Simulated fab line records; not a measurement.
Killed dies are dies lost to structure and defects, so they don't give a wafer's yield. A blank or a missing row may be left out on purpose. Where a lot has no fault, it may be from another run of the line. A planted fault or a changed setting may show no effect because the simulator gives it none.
Which tool did it? :: flow sky130 :: 12 lots with 36 wafers sampled at 4 steps, on a route of 708 steps

## WHAT EACH GAUGE READ, for each wafer
SKY_METAL2_RS_MEAS_05: uses a four-point probe to measure. Usual: for METAL2_ALCU_RS the level is 0.1269 ohm/sq and the standard deviation is 0.0012.
lot: L835
measured: day 34 10:37
on: film-metro-02
METAL2_ALCU_RS (ohm/sq): 0.1275 0.1261 0.1281
flag: 

lot: L837
measured: day 35 04:42
on: film-metro-01
METAL2_ALCU_RS (ohm/sq): 0.1291 0.1281 0.1267
flag: 

lot: L836
measured: day 35 05:10
on: film-metro-01
METAL2_ALCU_RS (ohm/sq): 0.1269 0.1275 0.1282
flag: 

lot: L838
measured: day 35 15:58
on: film-metro-01
METAL2_ALCU_RS (ohm/sq): 0.1270 0.1282 0.1274
flag: 

lot: L839
measured: day 35 22:45
on: film-metro-01
METAL2_ALCU_RS (ohm/sq): 0.1245 0.1259 0.1244
flag: 

lot: L840
measured: day 36 03:11
on: film-metro-01
METAL2_ALCU_RS (ohm/sq): 0.1279 0.1276 0.1276
flag: 

lot: L841
measured: day 36 10:02
on: film-metro-03
METAL2_ALCU_RS (ohm/sq): 0.1257 0.1271 0.1255
flag: 

lot: L845
measured: day 37 11:25
on: film-metro-02
METAL2_ALCU_RS (ohm/sq): 0.1256 0.1276 0.1271
flag: 

lot: L851
measured: day 39 09:20
on: film-metro-01
METAL2_ALCU_RS (ohm/sq): 0.1282 0.1264 0.1269
flag: 

lot: L852
measured: day 40 03:07
on: film-metro-01
METAL2_ALCU_RS (ohm/sq): 0.1249 0.1269 0.1257
flag: 

lot: L853
measured: day 40 06:20
on: film-metro-03
METAL2_ALCU_RS (ohm/sq): 0.1274 0.1275 0.1290
flag: 

lot: L856
measured: day 41 10:14
on: film-metro-01
METAL2_ALCU_RS (ohm/sq): 0.1280 0.1249 0.1282
flag: 

SKY_METAL2_CD_MEAS_15 targets a cd of 140 nm. Usual: cd-nm at 140.2 nm, with a standard deviation of 1.5.
lot: L835
measured: day 35 12:50
on: cd-sem-01
cd-nm (nm): 140.3 141.6 140.8
flag: 

lot: L837
measured: day 36 07:26
on: cd-sem-01
cd-nm (nm): 140.3 140.6 138.5
flag: 

lot: L836
measured: day 36 08:02
on: cd-sem-02
cd-nm (nm): 137.2 139.7 137.7
flag: 

lot: L838
measured: day 36 18:43
on: cd-sem-01
cd-nm (nm): 142.0 140.1 139.3
flag: 

lot: L839
measured: day 37 01:20
on: cd-sem-02
cd-nm (nm): 138.5 138.0 138.6
flag: 

lot: L840
measured: day 37 05:50
on: cd-sem-01
cd-nm (nm): 141.0 141.7 141.3
flag: 

lot: L841
measured: day 37 11:44
on: cd-sem-02
cd-nm (nm): 139.9 138.0 139.3
flag: 

lot: L845
measured: day 38 13:29
on: cd-sem-02
cd-nm (nm): 141.1 141.4 141.2
flag: 

lot: L851
measured: day 40 11:09
on: cd-sem-01
cd-nm (nm): 141.8 141.1 141.1
flag: 

lot: L852
measured: day 41 03:40
on: cd-sem-01
cd-nm (nm): 142.5 143.2 142.4
flag: 

lot: L853
measured: day 41 07:43
on: cd-sem-02
cd-nm (nm): 138.9 139.3 139.4
flag: 

lot: L856
measured: day 42 11:25
on: cd-sem-01
cd-nm (nm): 136.2 138.1 137.0
flag: 

## WHAT TOOL EACH LOT RAN ON (gives the tool, then ch and the chambers of the sampled wafers, and finally the start)
lot: L835
SKY_METAL2_SPUTTER_01: pvd-sputter-04, day 34 10:27
SKY_METAL2_SPUTTER_03: pvd-sputter-04, day 34 10:30

lot: L837
SKY_METAL2_SPUTTER_01: pvd-sputter-03, day 35 04:35
SKY_METAL2_SPUTTER_03: pvd-sputter-03, day 35 04:38

lot: L836
SKY_METAL2_SPUTTER_01: pvd-sputter-02, day 35 05:03
SKY_METAL2_SPUTTER_03: pvd-sputter-02, day 35 05:06

lot: L838
SKY_METAL2_SPUTTER_01: pvd-sputter-03, day 35 15:49
SKY_METAL2_SPUTTER_03: pvd-sputter-03, day 35 15:52

lot: L839
SKY_METAL2_SPUTTER_01: pvd-sputter-03, day 35 22:38
SKY_METAL2_SPUTTER_03: pvd-sputter-03, day 35 22:41

lot: L840
SKY_METAL2_SPUTTER_01: pvd-sputter-04, day 36 03:05
SKY_METAL2_SPUTTER_03: pvd-sputter-04, day 36 03:08

lot: L841
SKY_METAL2_SPUTTER_01: pvd-sputter-03, day 36 09:52
SKY_METAL2_SPUTTER_03: pvd-sputter-03, day 36 09:55

lot: L845
SKY_METAL2_SPUTTER_01: pvd-sputter-04, day 37 11:17
SKY_METAL2_SPUTTER_03: pvd-sputter-04, day 37 11:20

lot: L851
SKY_METAL2_SPUTTER_01: pvd-sputter-03, day 39 09:13
SKY_METAL2_SPUTTER_03: pvd-sputter-03, day 39 09:16

lot: L852
SKY_METAL2_SPUTTER_01: pvd-sputter-03, day 40 03:00
SKY_METAL2_SPUTTER_03: pvd-sputter-03, day 40 03:03

lot: L853
SKY_METAL2_SPUTTER_01: pvd-sputter-04, day 40 06:13
SKY_METAL2_SPUTTER_03: pvd-sputter-04, day 40 06:16

lot: L856
SKY_METAL2_SPUTTER_01: pvd-sputter-04, day 41 10:07
SKY_METAL2_SPUTTER_03: pvd-sputter-04, day 41 10:10
- SKY_METAL2_SPUTTER_01: material TiN, target thk 20 nm, time 16.7 s.
- SKY_METAL2_SPUTTER_03: material Ti, target thk 5 nm, time 3.3 s.

## AS READ BY THE TOOLS THEMSELVES (means over the sampled wafers that have a number; for cases with no such wafer, the mark the record gives instead)
SKY_METAL2_SPUTTER_01. Usual: cathode-dc-power-W 6500.0 W, standard deviation 1.1; chamber-pressure-pa 0.4001 Pa, standard deviation 0.00076; throttle-valve-pct 29.9 %, standard deviation 0.86.
lot: L835
tool: pvd-sputter-04
cathode-dc-power-W (W): 6499.8
chamber-pressure-pa (Pa): 0.3992
throttle-valve-pct (%): 29.5
flag: 

lot: L837
tool: pvd-sputter-03
cathode-dc-power-W (W): 6499.8
chamber-pressure-pa (Pa): 0.4006
throttle-valve-pct (%): 29.9
flag: 

lot: L836
tool: pvd-sputter-02
cathode-dc-power-W (W): 6500.3
chamber-pressure-pa (Pa): 0.4004
throttle-valve-pct (%): 30.2
flag: 

lot: L838
tool: pvd-sputter-03
cathode-dc-power-W (W): 6500.6
chamber-pressure-pa (Pa): 0.4004
throttle-valve-pct (%): 30.4
flag: 

lot: L839
tool: pvd-sputter-03
cathode-dc-power-W (W): 6499.5
chamber-pressure-pa (Pa): 0.4010
throttle-valve-pct (%): 30.1
flag: 

lot: L840
tool: pvd-sputter-04
cathode-dc-power-W (W): 6500.4
chamber-pressure-pa (Pa): 0.4000
throttle-valve-pct (%): 29.3
flag: 

lot: L841
tool: pvd-sputter-03
cathode-dc-power-W (W): 6501.5
chamber-pressure-pa (Pa): 0.4006
throttle-valve-pct (%): 30.9
flag: 

lot: L845
tool: pvd-sputter-04
cathode-dc-power-W (W): 6500.0
chamber-pressure-pa (Pa): 0.3993
throttle-valve-pct (%): 29.7
flag: 

lot: L851
tool: pvd-sputter-03
cathode-dc-power-W (W): 6500.4
chamber-pressure-pa (Pa): 0.4001
throttle-valve-pct (%): 30.6
flag: 

lot: L852
tool: pvd-sputter-03
cathode-dc-power-W (W): 6499.4
chamber-pressure-pa (Pa): 0.3999
throttle-valve-pct (%): 30.5
flag: 

lot: L853
tool: pvd-sputter-04
cathode-dc-power-W (W): 6499.3
chamber-pressure-pa (Pa): 0.4002
throttle-valve-pct (%): 29.9
flag: 

lot: L856
tool: pvd-sputter-04
cathode-dc-power-W (W): 6501.0
chamber-pressure-pa (Pa): 0.4007
throttle-valve-pct (%): 29.4
flag: 

SKY_METAL2_SPUTTER_03. Usual: cathode-dc-power-W 2999.9 W, standard deviation 0.5; chamber-pressure-pa 0.4000 Pa, standard deviation 0.001; throttle-valve-pct 29.9 %, standard deviation 0.87.
lot: L835
tool: pvd-sputter-04
cathode-dc-power-W (W): 2999.8
chamber-pressure-pa (Pa): 0.4004
throttle-valve-pct (%): 29.5
flag: 

lot: L837
tool: pvd-sputter-03
cathode-dc-power-W (W): 2999.6
chamber-pressure-pa (Pa): 0.4013
throttle-valve-pct (%): 29.9
flag: 

lot: L836
tool: pvd-sputter-02
cathode-dc-power-W (W): 3000.2
chamber-pressure-pa (Pa): 0.3992
throttle-valve-pct (%): 30.2
flag: 

lot: L838
tool: pvd-sputter-03
cathode-dc-power-W (W): 2999.9
chamber-pressure-pa (Pa): 0.3991
throttle-valve-pct (%): 30.5
flag: 

lot: L839
tool: pvd-sputter-03
cathode-dc-power-W (W): 2999.8
chamber-pressure-pa (Pa): 0.4005
throttle-valve-pct (%): 30.1
flag: 

lot: L840
tool: pvd-sputter-04
cathode-dc-power-W (W): -
chamber-pressure-pa (Pa): -
throttle-valve-pct (%): -
flag: OFF

lot: L841
tool: pvd-sputter-03
cathode-dc-power-W (W): -
chamber-pressure-pa (Pa): -
throttle-valve-pct (%): -
flag: OFF

lot: L845
tool: pvd-sputter-04
cathode-dc-power-W (W): 2999.9
chamber-pressure-pa (Pa): 0.4001
throttle-valve-pct (%): 29.8
flag: 

lot: L851
tool: pvd-sputter-03
cathode-dc-power-W (W): 2999.7
chamber-pressure-pa (Pa): 0.4005
throttle-valve-pct (%): 30.5
flag: 

lot: L852
tool: pvd-sputter-03
cathode-dc-power-W (W): 2999.6
chamber-pressure-pa (Pa): 0.4001
throttle-valve-pct (%): 30.7
flag: 

lot: L853
tool: pvd-sputter-04
cathode-dc-power-W (W): 3000.2
chamber-pressure-pa (Pa): 0.4005
throttle-valve-pct (%): 30.2
flag: 

lot: L856
tool: pvd-sputter-04
cathode-dc-power-W (W): 2999.6
chamber-pressure-pa (Pa): 0.3998
throttle-valve-pct (%): 29.4
flag: 

## THE ANSWER, worked out from the rows above alone
Rule: lot off if the mean of its wafers having a number is beyond 3 standard deviations from the usual mean. Also off: a lot with no number at a reading for which 4 or more lots have one. All remaining lots with rows at the step are treated as sound. The gauges are gone through in route order, then the tools' own readings, and for those a lot's mean is taken as printed above. The first step at which some lot is off is used, and at that step the reading that is off furthest; a lot without a number counts as furthest.
Off: L840, L841, at SKY_METAL2_SPUTTER_03 (cathode-dc-power-W). Without a number there: L840, L841.
A tool fits if, at that step or a process step before it, it ran every lot that is off, and no sound lot after the first of them. Not one of the candidates tried fits.

## WHAT THE SIMULATOR PUT IN
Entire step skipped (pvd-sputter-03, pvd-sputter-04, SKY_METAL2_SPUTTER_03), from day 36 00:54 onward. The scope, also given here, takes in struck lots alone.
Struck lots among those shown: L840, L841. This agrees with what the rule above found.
